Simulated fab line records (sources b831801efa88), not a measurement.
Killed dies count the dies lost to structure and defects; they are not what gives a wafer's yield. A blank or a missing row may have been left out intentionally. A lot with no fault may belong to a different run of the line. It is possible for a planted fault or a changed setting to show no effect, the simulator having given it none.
Chamber matching + flow sky130 + cmp-01 running SKY_VIA4_CMP_02: 4 sister chambers
The step polishes SiO2. 4 wafers are shown with their chamber, then 9 later ones without.

## WAFERS WITH THEIR CHAMBER
| wafer  | chamber | motorCurrentA (A) |
|--------|---------|-------------------|
| L780.5 | 3       | 11.6              |
| L788.3 | 2       | 10.9              |
| L791.5 | 0       | 12.6              |
| L791.6 | 1       | 12.2              |

## WAFERS WHOSE CHAMBER IS MISSING
| wafer  | motorCurrentA (A) |
|--------|-------------------|
| L793.2 | 11.1              |
| L793.4 | 12.8              |
| L793.5 | 11.5              |
| L801.2 | 11.8              |
| L801.3 | 11.6              |
| L801.6 | 13.5              |
| L800.1 | 11.6              |
| L800.2 | 12.6              |
| L800.3 | 11.5              |

## EACH ONE'S CHAMBER
| wafer  | from the rows above          | in truth |
|--------|------------------------------|----------|
| L793.2 | can't be placed: 2 or 3      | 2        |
| L793.4 | can't be placed: 0 or 1      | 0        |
| L793.5 | can't be placed: 3 or 2 or 1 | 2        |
| L801.2 | can't be placed: 3 or 1 or 0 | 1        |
| L801.3 | can't be placed: 3 or 1      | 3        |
| L801.6 | can't be placed: 0 or 1      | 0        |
| L800.1 | can't be placed: 3 or 1      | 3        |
| L800.2 | can't be placed: 0 or 1      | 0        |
| L800.3 | can't be placed: 3 or 2 or 1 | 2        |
Correct placement for 0 of the 9. From these rows, 9 cannot be placed; in 9 the true chamber is one of the candidates. Number placed wrongly: 0.
How it was worked out, from the rows above alone: a wafer's distance from a chamber is the root of the sum, over the readings, of the square of ((its reading less the chamber's mean) divided by the reading's scatter). If the next closest chamber is less than 2 further off than the closest, the wafer can't be placed; otherwise it belongs to the closest. For every chamber, the mean is computed from those of its wafers that are shown. The scatter: with one shown wafer a chamber, the root of the mean of the squares of how far each hidden wafer lies from its nearest shown one.
